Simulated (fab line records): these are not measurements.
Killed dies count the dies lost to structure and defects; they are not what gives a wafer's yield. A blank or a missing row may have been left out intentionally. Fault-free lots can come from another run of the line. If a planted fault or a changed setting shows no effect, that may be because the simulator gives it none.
Which of the tools did it? || flow sfq-line || 30 wafers sampled from 10 lots at 1 step of a route of 325

WHAT EACH GAUGE READ, for each wafer
SFQ_I1_BOW_MEAS_912.
{"lot": "L815", "measured": "day 21 22:22", "on": "film-metro-04", "I1_BOW (um)": "-8 -11 -2"}
{"lot": "L816", "measured": "day 23 08:07", "on": "film-metro-01", "I1_BOW (um)": "-1 3 0"}
{"lot": "L822", "measured": "day 26 15:28", "on": "film-metro-04", "I1_BOW (um)": "8 9 6"}
{"lot": "L828", "measured": "day 28 16:47", "on": "film-metro-04", "I1_BOW (um)": "0 -9 -3"}
{"lot": "L829", "measured": "day 29 10:48", "on": "film-metro-01", "I1_BOW (um)": "2 4 0"}
{"lot": "L831", "measured": "day 29 22:23", "on": "film-metro-03", "I1_BOW (um)": "-4 0 1"}
{"lot": "L833", "measured": "day 30 04:46", "on": "film-metro-04", "I1_BOW (um)": "1 -10 7"}
{"lot": "L834", "measured": "day 32 02:41", "on": "film-metro-01", "I1_BOW (um)": "3 -1 5"}
{"lot": "L835", "measured": "day 33 12:07", "on": "film-metro-01", "I1_BOW (um)": "12 2 0"}
{"lot": "L836", "measured": "day 33 18:07", "on": "film-metro-01", "I1_BOW (um)": "10 5 -10"}

WHICH TOOL RAN EACH LOT (tool, then ch and the chambers of the sampled wafers, then the start)
The record shows no process step preceding these readings.

AS READ BY THE TOOLS THEMSELVES (means over the sampled wafers that have a number; for cases with no such wafer, the mark the record gives instead)
The record holds no such reading with a usual standard deviation.

THE ANSWER, worked out from the rows above alone
Rule: usual is defined by the lots themselves. Put in order of their means at a reading, lots are off if they are a third of the lots or fewer, leave a main group of 4 or more, and stand apart from it by a gap of 3 or more times the standard deviation of the main group's means; of several such gaps the widest counts. If all means in a main group match to the digits the tables above print for the reading, that group is not used. Also off: a lot with no number at a reading for which 4 or more lots have one. All remaining lots with rows at the step are treated as sound. First the gauges in route order, then the tools' own readings, where a lot's mean is used as printed above. The first step at which some lot is off is used, and at that step the reading that is off furthest; a lot without a number counts as furthest.
Nothing can be told from this: no lot is off at any reading shown.

WHAT THE SIMULATOR HAD INSERTED
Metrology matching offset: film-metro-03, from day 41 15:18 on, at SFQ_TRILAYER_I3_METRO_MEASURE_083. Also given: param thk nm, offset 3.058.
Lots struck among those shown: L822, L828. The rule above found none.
